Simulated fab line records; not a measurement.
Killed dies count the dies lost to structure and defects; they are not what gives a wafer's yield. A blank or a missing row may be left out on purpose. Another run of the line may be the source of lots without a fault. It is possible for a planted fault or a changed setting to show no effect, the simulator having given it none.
Problem report, 8D (eight disciplines) form, completed by code    flow sfq-line    the parts of the form that need people (team, actions taken, sign-off) are left out

## 1. PROBLEM STATEMENT
time-to-endpoint-s at SFQ_TRILAYER_I0_CMP_CMP_028 reads a mean of 178 s on 2 wafers of 1 lot; wafers without a fault read 217 s with a standard deviation of 7.1. That puts it -5.6 standard deviations away from the usual mean.
The step: polishes SiO2.
Seen first at day 11 05:00 on cmp-02, wafer L217.4. The record holds 39 wafers of 13 lots with a number at this step. Rule for "out" (also "out of limits"): further than 4 standard deviations from the usual mean. Any other wafer with a number is counted as sound.

## 2. WHAT IT IS; WHAT IT IS NOT
question                     is                  is not
which readings at this step  time-to-endpoint-s  edge-zone-pressure-frac, slurry-filter-dp-kPa
which lots                   L217                L198, L200, L201, L202, L203, L205, L206, L207, L208, L209, L219, L220
which wafers of those lots   L217.3, L217.4      L217.6
read on which tools          cmp-02              cmp-01
when                         from day 11 05:00   up to then (30 sound wafers); but 7 sound wafers of L217, L219, L220 came after

## 3. WHAT RULES OUT EACH SUSPECT
Counting: any tool at a process step up to the reading remains a suspect provided it ran every lot that is out. Sound lots after the first of them don't rule it out here, since some wafers of a struck lot are sound.
- cmp-02 at SFQ_TRILAYER_I0_CMP_CMP_028 (polishes SiO2): kept. It processed L217, the lot that is out, at day 11 05:00, and its most recent sound lot before then was L207 at day 8 23:55. On those wafers its own readings are out: time-to-endpoint-s.
Left after counting: cmp-02 at SFQ_TRILAYER_I0_CMP_CMP_028.

## 4. THE CAUSE (what the simulator had put in)
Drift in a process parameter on cmp-02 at SFQ_TRILAYER_I0_CMP_CMP_028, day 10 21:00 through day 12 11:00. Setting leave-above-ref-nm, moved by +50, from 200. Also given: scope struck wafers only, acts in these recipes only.
Only this tool survived the counting.

## 5. THE EFFECT CHAIN, in route order
Each row: a reading whose mean over the struck wafers that have a number lies more than 3 standard deviations from the usual. Readings are gone through only where the record gives a usual standard deviation; hours: the median, over the lots, of the time from a lot's start at the first step in this table giving one to that lot's start at this step; sigmas: the change measured in usual standard deviations.
hours  step                                   reading             usual       on struck wafers  change  sigmas
0      SFQ_TRILAYER_I0_CMP_CMP_028            time-to-endpoint-s  217 s       178               -40     -5.6
4      SFQ_TRILAYER_I0_METRO_MEASURE_029      thk-nm              200.3 nm    249.3             +49.0   +45
112    SFQ_TRILAYER_I0_VIA_ETCH_VIA_ETCH_034  oes-product-au      0.855 a.u.  0.968             +0.113  +23
The process steps in it:
- SFQ_TRILAYER_I0_CMP_CMP_028: polishes SiO2.
- SFQ_TRILAYER_I0_METRO_MEASURE_029
- SFQ_TRILAYER_I0_VIA_ETCH_VIA_ETCH_034: etches SiO2 in CHF3, stops on Nb, target depth 260 nm.

## 6. WHAT WOULD HAVE CAUGHT IT SOONER
First out-of-limits reading in this record: day 11 05:00, which is 8 hours after fault onset at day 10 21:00.
